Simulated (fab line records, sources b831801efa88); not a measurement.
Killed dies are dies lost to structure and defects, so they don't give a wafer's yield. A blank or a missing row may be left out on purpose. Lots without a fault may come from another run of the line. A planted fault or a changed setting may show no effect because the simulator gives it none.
Chamber matching | flow sky130 | SKY_VIA1_HDPCVD_00 on hdpcvd-01: 3 sister chambers
The step deposits SiO2, target thk 1030 nm, time 171.7 s. 3 wafers are shown with their chamber, then 7 later ones without.

WAFERS WITH THEIR CHAMBER
wafer  | chamber | sih4_flow_sccm (sccm)
L434.4 | 0       | 60.37
L441.6 | 2       | 60.02
L442.3 | 1       | 59.78

WAFERS WITHOUT THEIR CHAMBER
wafer  | sih4_flow_sccm (sccm)
L442.4 | 59.96
L451.4 | 60.03
L451.5 | 60.02
L451.6 | 60.25
L452.2 | 59.87
L452.3 | 60.05
L452.5 | 60.03

WHICH CHAMBER EACH WENT THROUGH
wafer  | from the rows above     | in truth
L442.4 | can't be placed: 2 or 1 | 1
L451.4 | 2                       | 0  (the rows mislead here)
L451.5 | 2                       | 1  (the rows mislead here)
L451.6 | can't be placed: 0 or 2 | 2
L452.2 | can't be placed: 1 or 2 | 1
L452.3 | 2                       | 2
L452.5 | 2                       | 2
Placed correctly: 2 of 7. Can't be placed from these rows: 3 (the true chamber is among the candidates in 3). Placed wrongly: 2.
How it was worked out, from the rows above alone: a wafer's distance from a chamber is the root of the sum, over the readings, of the square of ((its reading less the chamber's mean) divided by the reading's scatter). The wafer belongs to the nearest chamber; if the next one is less than 2 further off, it can't be placed. A chamber's mean is the mean of its shown wafers. The scatter: with one shown wafer a chamber, the root of the mean of the squares of how far each hidden wafer lies from its nearest shown one.
